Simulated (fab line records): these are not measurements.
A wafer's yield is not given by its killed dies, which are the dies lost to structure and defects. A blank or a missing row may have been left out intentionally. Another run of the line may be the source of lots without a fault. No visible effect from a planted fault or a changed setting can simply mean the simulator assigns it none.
Problem report, 8D (eight disciplines) form, completed by code / flow gf180mcu / the parts of the form that need people (team, actions taken, sign-off) are left out

== 1. THE PROBLEM ==
Wafers without a fault read 850 C, standard deviation 0.082; tube-center-temp-C at GF_DUAL_GATE_OXIDATION_15 reads a mean of 847 C on 6 wafers belonging to 2 lots. That puts it -38 standard deviations away from the usual mean.
The step: stabilise 600 s, purge 300 s, target thk 7.098 nm.
The first sign was on wafer L350.1 at day 12 14:50, on furnace-01. The record has a number at this step for 36 wafers belonging to 12 lots. By rule, "out" or "out of limits" means more than 4 standard deviations away from the usual mean. The other wafers with a number count as sound.

== 2. WHAT THIS IS AND IS NOT ==
question=which readings at this step | is=tube-center-temp-C, tube_center_temp_C_max | is not=-
question=which lots | is=L350, L351 | is not=L336, L337, L338, L339, L340, L341, L342, L343, L356, L358
question=which wafers of those lots | is=all that have a number | is not=-
question=read on which tools | is=furnace-01 | is not=furnace-02
question=when | is=from day 12 14:50 | is not=up to then (24 sound wafers); but 6 sound wafers of L356, L358 came after

== 3. SUSPECTS, AND WHAT RULES EACH OUT ==
Counting: any tool at a process step up to the reading is kept as a suspect provided that every lot that is out went through it and no sound lot did after the first of them.
- furnace-01 at GF_DUAL_GATE_OXIDATION_15 (stabilise 600 s, purge 300 s, target thk 7.098 nm): kept. All lots that are out passed through it, beginning with L350 at day 12 14:50, and no sound lot followed; its final sound lot before that point was L340 at day 9 19:47. Its own tube-center-temp-C, tube_center_temp_C_max readings are out on those wafers.
After counting, what remains is furnace-01 at GF_DUAL_GATE_OXIDATION_15.

== 4. THE CAUSE (what the simulator had put in) ==
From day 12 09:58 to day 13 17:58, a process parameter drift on furnace-01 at GF_DUAL_GATE_OXIDATION_15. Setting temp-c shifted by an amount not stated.
The count eliminated every tool but this one.

== 5. SEQUENCE OF EFFECTS, ordered by route ==
Each row: a reading where the mean over the struck wafers with a number is more than 3 standard deviations away from the usual. Only readings whose record carries a usual standard deviation are examined. hours: median over the lots of the time between each lot's start at the first step of this table that gives one and its start at this step. sigmas: the change, counted in usual standard deviations.
hours=0; step=GF_DUAL_GATE_OXIDATION_15; reading=spike-tc-centre-C; usual=850.7 C; on struck wafers=847.3; change=-3.4; sigmas=-3.4
hours=0; step=GF_DUAL_GATE_OXIDATION_15; reading=spike-tc-upper-C; usual=850.4 C; on struck wafers=847.4; change=-3.0; sigmas=-3.3
hours=0; step=GF_DUAL_GATE_OXIDATION_15; reading=tube-center-temp-C; usual=850 C; on struck wafers=847; change=-3; sigmas=-38
hours=0; step=GF_DUAL_GATE_OXIDATION_15; reading=tube_center_temp_C_max; usual=852.2; on struck wafers=849.1; change=-3.1; sigmas=-9.0
Its process steps:
- GF_DUAL_GATE_OXIDATION_15: stabilise 600 s, purge 300 s, target thk 7.098 nm.
Later measuring or inspecting steps at which every struck wafer that the step has a row for has a number for every such reading, and none has moved that far: GF_POLY_GATE_CD_MEAS_18.

== 6. WHAT WOULD HAVE CAUGHT IT SOONER ==
5 hours passed between the start of the fault at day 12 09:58 and the first reading out of limits in this record, taken at day 12 14:50.
